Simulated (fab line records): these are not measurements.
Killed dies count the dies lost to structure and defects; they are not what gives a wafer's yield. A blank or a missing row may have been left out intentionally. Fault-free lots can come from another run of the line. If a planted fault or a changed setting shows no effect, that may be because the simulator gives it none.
Matching of chambers ; flow sfq-line ; cmp-02 running SFQ_TRILAYER_I4_CMP_CMP_100: 4 sister chambers
The step polishes SiO2. 8 wafers are shown with their chamber, then 9 later ones without.

## WAFERS WITH THEIR CHAMBER
wafer;chamber;motor-current-A (A);time-to-endpoint-s (s)
L811.5;1;9.8;213
L812.3;2;11.3;224
L815.1;1;9.8;200
L815.4;0;9.6;214
L815.3;3;9.3;201
L819.2;2;10.5;218
L819.3;0;9.4;205
L819.4;3;9.6;218

## WAFERS WHOSE CHAMBER IS MISSING
wafer;motor-current-A (A);time-to-endpoint-s (s)
L820.2;10.3;223
L820.3;9.5;216
L820.5;10.0;234
L821.3;9.2;224
L821.4;11.0;235
L821.6;9.4;236
L822.2;9.5;220
L822.4;9.4;219
L822.6;10.3;215

## THE CHAMBER EACH PASSED THROUGH
wafer;from the rows above;in truth
L820.2;can't be placed: 2 or 1 or 0 or 3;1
L820.3;can't be placed: 0 or 3 or 1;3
L820.5;can't be placed: 2 or 1 or 0 or 3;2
L821.3;can't be placed: 3 or 0 or 1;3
L821.4;2;2
L821.6;can't be placed: 3 or 0 or 1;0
L822.2;can't be placed: 0 or 3 or 1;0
L822.4;can't be placed: 3 or 0 or 1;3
L822.6;can't be placed: 1 or 2 or 0 or 3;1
Placed correctly: 1 of 9. Not placeable from these rows: 8 (in 8, the candidates include the true chamber). 0 placed wrongly.
How it was worked out, from the rows above alone: a wafer's distance from a chamber is the root of the sum, over the readings, of the square of ((its reading less the chamber's mean) divided by the reading's scatter). The wafer belongs to the nearest chamber; if the next one is less than 2 further off, it can't be placed. A chamber's mean is the mean of its shown wafers. The scatter: take each reading less its chamber's mean, square it, sum over the shown wafers, divide by the number of wafers less the number of chambers, and take the root.
